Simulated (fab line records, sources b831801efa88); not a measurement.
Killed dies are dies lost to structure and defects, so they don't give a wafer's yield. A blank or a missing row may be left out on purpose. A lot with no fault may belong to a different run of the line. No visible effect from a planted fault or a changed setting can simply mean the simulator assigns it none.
A struck lot beside a sound one | flow gf180mcu | 15 out of 602 route steps
Sound: these wafers, L641.1, L641.5, L641.6. Struck: wafers L654.2, L654.3, L654.5. The cause comes at the end.
Each step with rows lists, per side, the tool, then ch with its chambers, then its first start. Under that, the readings that differ: sound wafers | struck wafers | difference of the means | sigmas: that difference in standard deviations of wafers without a fault.
alike: same words and numbers on both sides, and readings whose means sit less than 2 such deviations apart. not compared: any withheld reading, any reading some wafer has no value for, any bound like >300 that may hide the same value, and any number with overlapping values for which the record gives no deviation.
The two part at a step that has a row with sigmas, a row that says differs or no value, or rows on one side only. When numbers do not overlap yet have no deviation, they are printed without sigmas and do not part them. A reading missing from all wafers of one side parts the sides only when that side holds two or more wafers.

GF_PSD_RS_MEAS_15: the measuring method here is four-point-probe.
  struck on film metro-03, day 21 08:25; sound on film metro-02, day 16 15:56
  alike: PSD_RS
GF_SAB_CVD_00: deposits SiO2 from TEOS, target thk 50 nm, time 4.9302 s.
  sound on pecvd-04 ch 0,1, day 16 16:03; struck on pecvd-04 ch 1,2, day 21 08:31
  alike: heater power w
GF_SAB_THK_MEAS_01:
  struck on film metro-01, day 21 08:32; sound on film metro-01, day 16 16:04
  alike: SAB_CVD_00_THK
then, 7 steps without rows for these wafers: GF_SAB_DEHYDRATE_02 (time 60 s); GF_SAB_HMDS_03 (prime time 60 s); GF_SAB_COAT_04 (resist thk 1000 nm); GF_SAB_SOFTBAKE_05 (time 60 s); GF_SAB_EXPOSE_06 (exposes mask SAB, target cd 420 nm); GF_SAB_PEB_07; GF_SAB_DEVELOP_08 (develop time 60 s).
GF_SAB_CD_MEAS_09 targets a cd of 420 nm.
  struck on cd sem-02, day 22 07:44; sound on cd sem-01, day 17 14:58
  alike: cd nm
GF_SAB_OVL_MEAS_10:
  struck on overlay-01, day 22 07:50; sound on overlay-02, day 17 15:05
  alike: SAB_OVL
GF_SAB_ETCH_11: etches SiO2 in C4F8/O2/Ar, target depth 55 nm, time 8.5 s.
  sound on rie diel-03 ch 1,2,3, day 17 15:07; struck on rie diel-01 ch 0,1,2, day 22 07:52
  reading                         | sound             | struck            | difference | sigmas
  bias w (W)                      | 1201 1204 1202    | 1195 1191 1198    | -8         | -2
  model.SAB.feature depth nm (nm) | 55.54 55.14 53.82 | 68.16 69.81 69.21 | +14.23     |
  model.etch.depth nm (nm)        | 55.54 55.14 53.82 | 68.16 69.81 69.21 | +14.23     |
  alike: chamber pressure mTorr, oes product au
  not compared: rf hours counter h
then, 1 step without rows for these wafers: GF_SAB_WET_ETCH_12 (etches SiO2 in dHF, target depth 22 nm, time 440 s).
GF_PASSIVATION_PROBE_99:
  sound wafers here have rows in the record (prober-02, day 31 04:34); struck ones have none

## WHERE THEY PART
At GF_SAB_ETCH_11 first; at GF_PASSIVATION_PROBE_99 last (within this record only).

WHY: what the simulator had put in
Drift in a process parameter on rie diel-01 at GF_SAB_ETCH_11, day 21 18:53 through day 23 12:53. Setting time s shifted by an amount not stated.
